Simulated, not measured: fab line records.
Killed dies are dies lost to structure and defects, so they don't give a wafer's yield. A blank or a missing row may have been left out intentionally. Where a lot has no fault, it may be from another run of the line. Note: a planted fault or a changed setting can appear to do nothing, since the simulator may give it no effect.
Commonality check across tools || flow sky130 || Sample size 14 lots and 42 wafers

== WHY IT WAS OPENED ==
Of 14 lots, 2 have the reading LDD_N_TW flagged at SKY_LDD_N_TW_MEAS_17. Fault-free wafers read 2582, with a standard deviation of 12.
Rule: a lot is flagged in two cases, either no wafer of it has a number, or all its wafers with numbers fall more than 4 standard deviations from that mean. The other lots count as sound.

{"lot": "L129", "measured": "day 18 09:07", "on": "film-metro-03", "LDD_N_TW, wafer by wafer": "2585 2595 2593", "flag": ""}
{"lot": "L133", "measured": "day 19 17:31", "on": "film-metro-01", "LDD_N_TW, wafer by wafer": "2579 2581 2599", "flag": ""}
{"lot": "L131", "measured": "day 19 18:16", "on": "film-metro-01", "LDD_N_TW, wafer by wafer": "2580 2566 2576", "flag": ""}
{"lot": "L132", "measured": "day 19 21:59", "on": "film-metro-02", "LDD_N_TW, wafer by wafer": "2570 2577 2605", "flag": ""}
{"lot": "L134", "measured": "day 20 08:10", "on": "film-metro-02", "LDD_N_TW, wafer by wafer": "2573 2574 2575", "flag": ""}
{"lot": "L135", "measured": "day 20 13:52", "on": "film-metro-02", "LDD_N_TW, wafer by wafer": "2430 2431 2443", "flag": "FLAGGED"}
{"lot": "L136", "measured": "day 20 20:53", "on": "film-metro-01", "LDD_N_TW, wafer by wafer": "2428 2421 2428", "flag": "FLAGGED"}
{"lot": "L144", "measured": "day 23 17:37", "on": "film-metro-01", "LDD_N_TW, wafer by wafer": "2561 2571 2579", "flag": ""}
{"lot": "L146", "measured": "day 24 04:57", "on": "film-metro-02", "LDD_N_TW, wafer by wafer": "2577 2584 2566", "flag": ""}
{"lot": "L145", "measured": "day 24 05:31", "on": "film-metro-01", "LDD_N_TW, wafer by wafer": "2558 2561 2567", "flag": ""}
{"lot": "L147", "measured": "day 24 11:06", "on": "film-metro-02", "LDD_N_TW, wafer by wafer": "2574 2586 2580", "flag": ""}
{"lot": "L148", "measured": "day 25 06:25", "on": "film-metro-01", "LDD_N_TW, wafer by wafer": "2606 2588 2597", "flag": ""}
{"lot": "L149", "measured": "day 25 17:30", "on": "film-metro-02", "LDD_N_TW, wafer by wafer": "2588 2594 2598", "flag": ""}
{"lot": "L151", "measured": "day 26 10:06", "on": "film-metro-01", "LDD_N_TW, wafer by wafer": "2600 2591 2590", "flag": ""}
The numbers of the flagged lots are 2430 on average: -152 against the usual, or -13 standard deviations.

== LOT BY LOT: THE TOOL USED ==
Before the reading, the record contains 2 process steps out of a 708-step route. In each cell: the tool, then ch and the chambers that the sampled wafers went through, then the start.
{"lot": "L129", "flag": "", "SKY_LDD_N_IMPLANT_08": "implanter-04 ch 0, day 18 07:49", "SKY_LDD_N_STRIP_16": "plasma-asher-03 ch 0,1, day 18 09:01"}
{"lot": "L133", "flag": "", "SKY_LDD_N_IMPLANT_08": "implanter-03 ch 0, day 19 16:13", "SKY_LDD_N_STRIP_16": "plasma-asher-01 ch 0,1, day 19 17:25"}
{"lot": "L131", "flag": "", "SKY_LDD_N_IMPLANT_08": "implanter-02 ch 0, day 19 16:58", "SKY_LDD_N_STRIP_16": "plasma-asher-01 ch 0,1, day 19 18:10"}
{"lot": "L132", "flag": "", "SKY_LDD_N_IMPLANT_08": "implanter-03 ch 0, day 19 20:43", "SKY_LDD_N_STRIP_16": "plasma-asher-03 ch 0,1, day 19 21:54"}
{"lot": "L134", "flag": "", "SKY_LDD_N_IMPLANT_08": "implanter-03 ch 0, day 20 06:52", "SKY_LDD_N_STRIP_16": "plasma-asher-01 ch 0,1, day 20 08:04"}
{"lot": "L135", "flag": "FLAGGED", "SKY_LDD_N_IMPLANT_08": "implanter-03, day 20 12:34", "SKY_LDD_N_STRIP_16": "plasma-asher-01 ch 0,1, day 20 13:46"}
{"lot": "L136", "flag": "FLAGGED", "SKY_LDD_N_IMPLANT_08": "implanter-04, day 20 19:35", "SKY_LDD_N_STRIP_16": "plasma-asher-03 ch 0,1, day 20 20:46"}
{"lot": "L144", "flag": "", "SKY_LDD_N_IMPLANT_08": "implanter-04 ch 0, day 23 16:19", "SKY_LDD_N_STRIP_16": "plasma-asher-04 ch 0,1, day 23 17:31"}
{"lot": "L146", "flag": "", "SKY_LDD_N_IMPLANT_08": "implanter-04 ch 0, day 24 02:37", "SKY_LDD_N_STRIP_16": "plasma-asher-04 ch 0,1, day 24 04:51"}
{"lot": "L145", "flag": "", "SKY_LDD_N_IMPLANT_08": "implanter-03 ch 0, day 24 04:13", "SKY_LDD_N_STRIP_16": "plasma-asher-03 ch 0,1, day 24 05:25"}
{"lot": "L147", "flag": "", "SKY_LDD_N_IMPLANT_08": "implanter-04 ch 0, day 24 09:49", "SKY_LDD_N_STRIP_16": "plasma-asher-04 ch 0,1, day 24 10:59"}
{"lot": "L148", "flag": "", "SKY_LDD_N_IMPLANT_08": "implanter-03 ch 0, day 25 05:08", "SKY_LDD_N_STRIP_16": "plasma-asher-04 ch 0,1, day 25 06:20"}
{"lot": "L149", "flag": "", "SKY_LDD_N_IMPLANT_08": "implanter-03 ch 0, day 25 16:13", "SKY_LDD_N_STRIP_16": "plasma-asher-04 ch 0,1, day 25 17:23"}
{"lot": "L151", "flag": "", "SKY_LDD_N_IMPLANT_08": "implanter-04 ch 0, day 26 08:49", "SKY_LDD_N_STRIP_16": "plasma-asher-01 ch 0,1, day 26 09:59"}
What is done by these steps:
- SKY_LDD_N_IMPLANT_08
- SKY_LDD_N_STRIP_16: strips in O2/N2.
- SKY_LDD_N_TW_MEAS_17

== FLAGGED OVER TOTAL, TOOL BY TOOL (the gauges that took the reading come last) ==
{"step": "SKY_LDD_N_IMPLANT_08", "tool": "implanter-02", "lots run": 1, "flagged": 0, "share of the flagged lots": "none", "sound lots run after its first flagged lot": "-"}
{"step": "SKY_LDD_N_IMPLANT_08", "tool": "implanter-03", "lots run": 7, "flagged": 1, "share of the flagged lots": "some", "sound lots run after its first flagged lot": "3 (L145,L148,L149)"}
{"step": "SKY_LDD_N_IMPLANT_08", "tool": "implanter-04", "lots run": 6, "flagged": 1, "share of the flagged lots": "some", "sound lots run after its first flagged lot": "4 (L144,L146,L147,L151)"}
{"step": "SKY_LDD_N_STRIP_16", "tool": "plasma-asher-01", "lots run": 5, "flagged": 1, "share of the flagged lots": "some", "sound lots run after its first flagged lot": "1 (L151)"}
{"step": "SKY_LDD_N_STRIP_16", "tool": "plasma-asher-03", "lots run": 4, "flagged": 1, "share of the flagged lots": "some", "sound lots run after its first flagged lot": "1 (L145)"}
{"step": "SKY_LDD_N_STRIP_16", "tool": "plasma-asher-04", "lots run": 5, "flagged": 0, "share of the flagged lots": "none", "sound lots run after its first flagged lot": "-"}
{"step": "SKY_LDD_N_TW_MEAS_17", "tool": "film-metro-01", "lots run": 7, "flagged": 1, "share of the flagged lots": "some", "sound lots run after its first flagged lot": "4 (L144,L145,L148,L151)"}
{"step": "SKY_LDD_N_TW_MEAS_17", "tool": "film-metro-02", "lots run": 6, "flagged": 1, "share of the flagged lots": "some", "sound lots run after its first flagged lot": "3 (L146,L147,L149)"}
{"step": "SKY_LDD_N_TW_MEAS_17", "tool": "film-metro-03", "lots run": 1, "flagged": 0, "share of the flagged lots": "none", "sound lots run after its first flagged lot": "-"}

== WHAT IS ALLOWED BY THE TABLE ==
No row of the table ran every flagged lot.

== WHAT THE SIMULATOR PUT IN ==
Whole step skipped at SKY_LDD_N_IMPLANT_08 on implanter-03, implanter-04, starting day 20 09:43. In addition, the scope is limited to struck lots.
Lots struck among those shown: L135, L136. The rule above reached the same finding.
